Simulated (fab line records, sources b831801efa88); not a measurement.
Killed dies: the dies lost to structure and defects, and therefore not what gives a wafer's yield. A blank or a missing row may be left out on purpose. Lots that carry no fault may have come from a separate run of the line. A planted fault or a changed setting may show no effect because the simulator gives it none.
Which tool did it? | flow gf180mcu | 12 lots, 36 wafers sampled, at 4 steps of a route of 602

## WHAT THE GAUGES READ, wafer by wafer
GF_STI_THK_MEAS_30. Usual: STI_OXIDATION_02_THK 9.95 nm, standard deviation 0.19.
lot  | measured    | on            | STI_OXIDATION_02_THK (nm) | flag
L211 | day 2 05:59 | film_metro-01 | 9.78 9.88 9.89            |
L212 | day 2 11:14 | film_metro-02 | 10.03 10.03 10.10         |
L213 | day 2 17:14 | film_metro-04 | 10.26 10.22 10.03         |
L214 | day 2 22:25 | film_metro-01 | 10.27 10.17 9.99          |
L215 | day 3 02:09 | film_metro-04 | 9.76 9.87 9.83            |
L216 | day 3 07:16 | film_metro-04 | 9.70 9.68 9.72            |
L218 | day 3 18:11 | film_metro-02 | 9.80 9.98 9.79            |
L219 | day 4 02:16 | film_metro-02 | 10.41 10.59 10.22         |
L221 | day 4 18:11 | film_metro-01 | 10.18 10.30 9.97          |
L223 | day 4 23:21 | film_metro-02 | 9.89 9.89 10.05           |
L227 | day 5 20:37 | film_metro-02 | 7.92 8.06 7.70            | OFF
L229 | day 6 07:04 | film_metro-01 | 7.83 7.68 7.80            | OFF

GF_PSD_TW_MEAS_11. Usual: PSD_TW 3202, standard deviation 15.
lot  | measured     | on            | PSD_TW         | flag
L211 | day 14 03:04 | film_metro-03 | 3200 3192 3195 |
L212 | day 14 08:45 | film_metro-01 | 3158 3163 3159 |
L213 | day 14 21:17 | film_metro-04 | 3206 3197 3206 |
L214 | day 15 07:14 | film_metro-04 | 3228 3207 3226 |
L215 | day 15 12:32 | film_metro-01 | 3221 3192 3192 |
L216 | day 15 21:43 | film_metro-03 | 3211 3218 3217 |
L218 | day 16 16:26 | film_metro-04 | 3193 3195 3202 |
L219 | day 17 02:56 | film_metro-01 | 3215 3200 3209 |
L221 | day 18 06:01 | film_metro-01 | 3190 3227 3188 |
L223 | day 18 12:50 | film_metro-03 | 3230 3219 3223 |
L227 | day 20 05:28 | film_metro-03 | 3206 3202 3186 |
L229 | day 20 18:17 | film_metro-01 | 3204 3198 3190 |

## WHAT TOOL EACH LOT RAN ON (gives the tool, then ch and the chambers of the sampled wafers, and finally the start)
lot  | GF_STI_OXIDATION_29          | GF_HV_LDD_STRIP_37
L211 | furnace-01 ch 0, day 2 04:35 | plasma_asher-02 ch 0,1, day 11 10:22
L212 | furnace-01 ch 0, day 2 09:49 | plasma_asher-02 ch 0,1, day 11 16:40
L213 | furnace-01 ch 0, day 2 15:50 | plasma_asher-03 ch 0,1, day 12 04:37
L214 | furnace-02 ch 0, day 2 21:01 | plasma_asher-03 ch 0,1, day 12 12:22
L215 | furnace-01 ch 0, day 3 00:45 | plasma_asher-02 ch 0,1, day 12 18:42
L216 | furnace-02 ch 0, day 3 05:51 | plasma_asher-04 ch 0,1, day 13 02:21
L218 | furnace-01 ch 0, day 3 16:46 | plasma_asher-03 ch 0,1, day 13 20:29
L219 | furnace-01 ch 0, day 4 00:53 | plasma_asher-02 ch 0,1, day 14 04:52
L221 | furnace-01 ch 0, day 4 16:47 | plasma_asher-02 ch 0,1, day 15 07:28
L223 | furnace-02 ch 0, day 4 21:56 | plasma_asher-03 ch 0,1, day 15 13:45
L227 | furnace-01 ch 0, day 5 19:14 | plasma_asher-02 ch 0,1, day 17 01:27
L229 | furnace-01 ch 0, day 6 05:40 | plasma_asher-03 ch 0,1, day 17 14:31
- GF_STI_OXIDATION_29: stabilise 600 s, purge 300 s, target thk 10 nm.
- GF_HV_LDD_STRIP_37: strips in O2/N2.

## AS READ BY THE TOOLS THEMSELVES (means over the sampled wafers that have a number; for cases with no such wafer, the mark the record gives instead)
GF_STI_OXIDATION_29. Usual: spike_tc_bottom_C 917.5 C, standard deviation 2.1; spike_tc_centre_C 900.3 C, standard deviation 1; spike_tc_lower_C 901.3 C, standard deviation 1.2; spike_tc_top_C 911.0 C, standard deviation 1.1; spike_tc_upper_C 901.0 C, standard deviation 1; tube_center_temp_C 899.99 C, standard deviation 0.08; tube_center_temp_C_max 902.3, standard deviation 0.46; zone_power_bottom_pct 27.9 %, standard deviation 0.41.
lot  | tool       | spike_tc_bottom_C (C) | spike_tc_centre_C (C) | spike_tc_lower_C (C) | spike_tc_top_C (C) | spike_tc_upper_C (C) | tube_center_temp_C (C) | tube_center_temp_C_max | zone_power_bottom_pct (%) | flag
L211 | furnace-01 | 916.5                 | 899.9                 | 901.4                | 911.6              | 901.6                | 899.99                 | 901.9                  | 28.2                      |
L212 | furnace-01 | 916.6                 | 900.6                 | 900.4                | 911.9              | 900.6                | 899.97                 | 901.9                  | 27.9                      |
L213 | furnace-01 | 917.1                 | 900.2                 | 899.5                | 910.2              | 900.6                | 899.95                 | 902.3                  | 27.9                      |
L214 | furnace-02 | 921.1                 | 900.6                 | 902.8                | 910.1              | 901.9                | 899.94                 | 902.2                  | 27.3                      |
L215 | furnace-01 | 916.9                 | 900.2                 | 901.5                | 911.6              | 901.0                | 900.00                 | 901.9                  | 27.7                      |
L216 | furnace-02 | 921.8                 | 900.8                 | 903.0                | 909.8              | 901.6                | 900.01                 | 902.2                  | 27.3                      |
L218 | furnace-01 | 916.9                 | 899.1                 | 900.7                | 911.5              | 900.8                | 899.95                 | 902.5                  | 28.0                      |
L219 | furnace-01 | 916.7                 | 900.5                 | 900.0                | 910.0              | 900.3                | 899.99                 | 902.3                  | 28.0                      |
L221 | furnace-01 | 917.7                 | 899.9                 | 901.0                | 910.6              | 901.1                | 899.93                 | 902.0                  | 27.8                      |
L223 | furnace-02 | 920.9                 | 900.7                 | 903.3                | 910.4              | 901.3                | 900.06                 | 902.4                  | 27.2                      |
L227 | furnace-01 | 894.9                 | 879.6                 | 880.1                | 890.4              | 879.9                | 878.54                 | 881.6                  | 26.6                      | OFF
L229 | furnace-01 | 894.3                 | 878.4                 | 879.3                | 890.3              | 879.9                | 878.49                 | 880.5                  | 26.8                      | OFF

GF_HV_LDD_STRIP_37. Usual: drypump_motor_current_A 5.8 A, standard deviation 0.34; heater_power_w 320 W, standard deviation 31; oes_product_au 0.716 a.u., standard deviation 0.0047; strip_time_to_endpoint_s 12.63 s, standard deviation 0.033.
lot  | tool            | drypump_motor_current_A (A) | heater_power_w (W) | oes_product_au (a.u.) | strip_time_to_endpoint_s (s) | flag
L211 | plasma_asher-02 | 6.0                         | 306                | 0.720                 | 12.65                        |
L212 | plasma_asher-02 | 6.0                         | 327                | 0.718                 | 12.60                        |
L213 | plasma_asher-03 | 5.4                         | 317                | 0.719                 | 12.63                        |
L214 | plasma_asher-03 | 5.4                         | 324                | 0.719                 | 12.59                        |
L215 | plasma_asher-02 | 6.0                         | 305                | 0.712                 | 12.59                        |
L216 | plasma_asher-04 | 5.8                         | 315                | 0.711                 | 12.65                        |
L218 | plasma_asher-03 | 5.5                         | 318                | 0.712                 | 12.63                        |
L219 | plasma_asher-02 | 6.0                         | 306                | 0.715                 | 12.64                        |
L221 | plasma_asher-02 | 6.0                         | 310                | 0.710                 | 12.60                        |
L223 | plasma_asher-03 | 5.5                         | 339                | 0.714                 | 12.58                        |
L227 | plasma_asher-02 | 6.0                         | 310                | 0.716                 | 12.61                        |
L229 | plasma_asher-03 | 5.5                         | 341                | 0.717                 | 12.61                        |

## THE ANSWER, worked out from the rows above alone
Rule: take the mean of a lot's wafers that have a number; if it is more than 3 standard deviations from the usual mean, the lot is off. Also off: a lot with no number at a reading for which 4 or more lots have one. Any other lot the step has rows for is counted as sound. After the gauges, taken in route order, come the tools' own readings; for these a lot's mean is taken, as printed above. At the first step where some lot is off, the reading lying furthest off is the one used; lots without a number count as furthest.
Off: at GF_STI_THK_MEAS_30 (STI_OXIDATION_02_THK), L227, L229.
A tool fits if, at a process step before that reading, it ran every lot that is off, and no sound lot after the first of them. The gauges at GF_STI_THK_MEAS_30 aren't tried: what is off there is off at GF_STI_OXIDATION_29 too, on other tools, and a gauge's error can't cause that. One fits: furnace-01 at GF_STI_OXIDATION_29. Its last sound lot is L221 (day 4 16:47), its first lot that is off L227 (day 5 19:14): a fault that began between those two fits.
The tool's own readings at GF_STI_OXIDATION_29 bear it out: on the lots that are off they differ by more than 5 times the standard deviation of the sound lots' means. spike_tc_bottom_C reads 894.6 C there against 918.2 C on the sound lots; spike_tc_centre_C reads 879.0 C there against 900.2 C on the sound lots; spike_tc_lower_C reads 879.7 C there against 901.4 C on the sound lots; spike_tc_top_C reads 890.3 C there against 910.8 C on the sound lots; spike_tc_upper_C reads 879.9 C there against 901.1 C on the sound lots; tube_center_temp_C reads 878.51 C there against 899.98 C on the sound lots; tube_center_temp_C_max reads 881.0 there against 902.2 on the sound lots.

## WHAT THE SIMULATOR PUT IN
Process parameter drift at GF_STI_OXIDATION_29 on furnace-01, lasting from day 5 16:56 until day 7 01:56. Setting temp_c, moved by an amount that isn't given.
Struck lots among those shown: L227, L229. The rule given above showed the same thing.
